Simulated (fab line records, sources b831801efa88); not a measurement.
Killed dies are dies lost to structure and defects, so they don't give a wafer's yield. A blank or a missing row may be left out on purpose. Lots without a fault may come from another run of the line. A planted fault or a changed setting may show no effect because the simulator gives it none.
Which tool did it? | flow sfq_line | 15 lots, 43 wafers sampled, at 1 step of a route of 325

WHAT THE GAUGES READ, wafer by wafer
The record holds no reading of a measuring or inspecting step that can be judged against a usual standard deviation.

WHICH TOOL RAN EACH LOT (tool, then ch and the chambers of the sampled wafers, then the start)
lot  | SFQ_TRILAYER_I1_CMP_CMP_046
L397 | cmp-01 ch 1,3, day 23 05:05
L400 | cmp-01 ch 1,2,3, day 25 00:00
L401 | cmp-01 ch 1,3, day 25 11:20
L402 | cmp-01 ch 1,3, day 26 05:46
L404 | cmp-01 ch 0,3, day 26 14:16
L408 | cmp-02 ch 0,1,2, day 28 02:58
L409 | cmp-02 ch 0,1,2, day 28 14:46
L410 | cmp-02 ch 1,3, day 29 07:46
L412 | cmp-01 ch 2,3, day 29 19:22
L413 | cmp-01 ch 2,3, day 30 01:22
L414 | cmp-02 ch 0,1,3, day 30 02:16
L415 | cmp-01 ch 1,2,3, day 31 23:38
L416 | cmp-02 ch 0,1,2, day 33 09:07
L417 | cmp-02 ch 0,1,2, day 33 15:37
L418 | cmp-01 ch 1,3, day 33 23:04
- SFQ_TRILAYER_I1_CMP_CMP_046: polishes SiO2.

WHAT THE TOOLS THEMSELVES READ (means of the sampled wafers that have a number; where no wafer has one, the mark that the record gives instead)
SFQ_TRILAYER_I1_CMP_CMP_046. Usual: edge_zone_pressure_frac 1.000, standard deviation 0.005; motor_current_A 10.0 A, standard deviation 0.61; retaining_ring_pressure_frac 0.999, standard deviation 0.0048; slurry_flow_ml_min 150.1, standard deviation 0.46; time_to_endpoint_s 212 s, standard deviation 7.8.
lot  | tool   | edge_zone_pressure_frac | motor_current_A (A) | retaining_ring_pressure_frac | slurry_flow_ml_min | time_to_endpoint_s (s) | flag
L397 | cmp-01 | 1.005                   | 9.8                 | 1.006                        | 149.6              | 227                    |
L400 | cmp-01 | 0.997                   | 9.8                 | 1.002                        | 150.2              | 208                    |
L401 | cmp-01 | 0.996                   | 9.4                 | 0.994                        | 150.3              | 123                    | OFF
L402 | cmp-01 | 1.002                   | 9.6                 | 0.998                        | 150.8              | 175                    | OFF
L404 | cmp-01 | 0.997                   | 10.0                | 0.993                        | 150.1              | 111                    | OFF
L408 | cmp-02 | 1.003                   | 9.9                 | 0.999                        | 149.8              | 211                    |
L409 | cmp-02 | 1.002                   | 9.9                 | 0.996                        | 150.1              | 211                    |
L410 | cmp-02 | 1.004                   | 9.9                 | 0.997                        | 150.1              | 207                    |
L412 | cmp-01 | 0.998                   | 9.7                 | 0.997                        | 150.1              | 214                    |
L413 | cmp-01 | 0.997                   | 9.9                 | 0.999                        | 149.6              | 205                    |
L414 | cmp-02 | 0.998                   | 9.4                 | 0.999                        | 150.4              | 203                    |
L415 | cmp-01 | 1.001                   | 9.9                 | 0.999                        | 149.7              | 216                    |
L416 | cmp-02 | 0.998                   | 10.1                | 0.997                        | 150.2              | 210                    |
L417 | cmp-02 | 1.005                   | 9.9                 | 0.995                        | 150.1              | 210                    |
L418 | cmp-01 | 0.999                   | 9.8                 | 1.000                        | 150.1              | 214                    |

THE ANSWER, worked out from the rows above alone
Rule: a lot is off if the mean of its wafers that have a number lies more than 3 standard deviations from the usual mean. A lot without any number at a reading at which 4 lots or more have one is off too. The other lots that the step has rows for count as sound. The gauges are gone through in route order, then the tools' own readings, and for those a lot's mean is taken as printed above. The first step at which some lot is off is used, and at that step the reading that is off furthest; a lot without a number counts as furthest.
Off: L401, L402, L404, at SFQ_TRILAYER_I1_CMP_CMP_046 (time_to_endpoint_s).
A tool fits if, at that step or a process step before it, it ran every lot that is off, and no sound lot after the first of them. None of those tried fits.

WHAT THE SIMULATOR HAD PUT IN
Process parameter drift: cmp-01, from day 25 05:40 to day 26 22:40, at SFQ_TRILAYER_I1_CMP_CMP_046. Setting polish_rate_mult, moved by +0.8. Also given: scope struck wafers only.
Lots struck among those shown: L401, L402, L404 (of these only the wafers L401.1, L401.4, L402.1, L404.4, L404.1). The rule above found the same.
